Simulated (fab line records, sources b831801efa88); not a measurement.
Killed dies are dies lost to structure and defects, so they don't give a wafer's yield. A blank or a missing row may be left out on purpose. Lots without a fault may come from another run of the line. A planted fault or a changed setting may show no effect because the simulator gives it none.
Which tool did it? | flow sky130 | 13 lots, 38 wafers sampled, at 3 steps of a route of 708

WHAT THE GAUGES READ, wafer by wafer
SKY_LDD_N_OVL_MEAS_07.
lot  | measured     | on         | LDD_N_OVL (nm)
L349 | day 17 17:22 | overlay-02 | 2.0 0.2 0.8
L350 | day 18 00:44 | overlay-01 | 1.6 -1.5 -0.9
L351 | day 18 05:44 | overlay-02 | -1.1 -1.5 -0.8
L352 | day 18 20:00 | overlay-02 | -4.3 -1.4 -4.1
L353 | day 19 03:57 | overlay-02 | -2.1 0.3 -2.1
L354 | day 19 14:42 | overlay-02 | -0.2 -1.2 -0.3
L355 | day 19 23:22 | overlay-01 | 0.1 0.5 -2.3
L356 | day 20 08:37 | overlay-01 | -1.5 -0.8 -1.0
L358 | day 21 00:12 | overlay-01 | -4.5 -3.5 -2.3
L359 | day 21 08:42 | overlay-01 | 0.7 -0.2 0.3
L362 | day 22 13:51 | overlay-02 | -1.8 -2.0 -1.0
L369 | day 24 20:52 | overlay-01 | 1.1 2.5
L371 | day 25 13:43 | overlay-02 | 0.7 -0.7 -1.1

SKY_LDD_N_TW_MEAS_17.
lot  | measured     | on            | LDD_N_TW
L349 | day 17 18:42 | film_metro-02 | 2540 2547 2541
L350 | day 18 02:04 | film_metro-02 | 2561 2576 2566
L351 | day 18 07:04 | film_metro-02 | 2574 2577 2578
L352 | day 18 21:20 | film_metro-02 | 2565 2574 2570
L353 | day 19 05:17 | film_metro-01 | 2627 2622 2633
L354 | day 19 16:02 | film_metro-01 | 2633 2628 2622
L355 | day 20 00:42 | film_metro-02 | 2560 2568 2559
L356 | day 20 09:57 | film_metro-04 | 2606 2628 2613
L358 | day 21 01:32 | film_metro-04 | 2617 2615 2611
L359 | day 21 10:02 | film_metro-04 | 2606 2608 2619
L362 | day 22 15:11 | film_metro-04 | 2607 2603 2612
L369 | day 24 22:13 | film_metro-04 | 2589 2597
L371 | day 25 15:03 | film_metro-02 | 2556 2551 2567

SKY_CONTACT_THK_MEAS_26: measures by xrf.
lot  | measured     | on            | CONTACT_W_THK (nm)
L349 | day 31 15:35 | film_metro-04 | 333 341 341
L350 | day 31 19:31 | film_metro-04 | 351 353 361
L351 | day 32 02:43 | film_metro-02 | 336 338 333
L352 | day 32 12:41 | film_metro-01 | 351 334 352
L353 | day 32 22:26 | film_metro-04 | 340 342 344
L354 | day 33 08:45 | film_metro-04 | 343 346 344
L355 | day 33 14:23 | film_metro-02 | 336 340 336
L356 | day 34 01:14 | film_metro-02 | 332 338 335
L358 | day 34 11:26 | film_metro-01 | 333 333 334
L359 | day 34 19:07 | film_metro-02 | 336 338 340
L362 | day 35 21:45 | film_metro-04 | 348 343 342
L369 | day 37 18:47 | film_metro-02 | 340 341
L371 | day 38 11:28 | film_metro-04 | 343 336 348

WHICH TOOL RAN EACH LOT (tool, then ch and the chambers of the sampled wafers, then the start)
The record holds no process step before these readings.

WHAT THE TOOLS THEMSELVES READ (means of the sampled wafers that have a number; where no wafer has one, the mark that the record gives instead)
The record holds no such reading with a usual standard deviation.

THE ANSWER, worked out from the rows above alone
Rule: what is usual is taken from the lots themselves. Put in order of their means at a reading, lots are off if they are a third of the lots or fewer, leave a main group of 4 or more, and stand apart from it by a gap of 3 or more times the standard deviation of the main group's means; of several such gaps the widest counts. A main group whose means are all the same, to the digits that the tables above print for the reading, isn't used. A lot without any number at a reading at which 4 lots or more have one is off too. The other lots that the step has rows for count as sound. The gauges are gone through in route order, then the tools' own readings, and for those a lot's mean is taken as printed above. The first step at which some lot is off is used, and at that step the reading that is off furthest; a lot without a number counts as furthest.
No lot is off at any reading shown: from this, nothing can be told.

WHAT THE SIMULATOR HAD PUT IN
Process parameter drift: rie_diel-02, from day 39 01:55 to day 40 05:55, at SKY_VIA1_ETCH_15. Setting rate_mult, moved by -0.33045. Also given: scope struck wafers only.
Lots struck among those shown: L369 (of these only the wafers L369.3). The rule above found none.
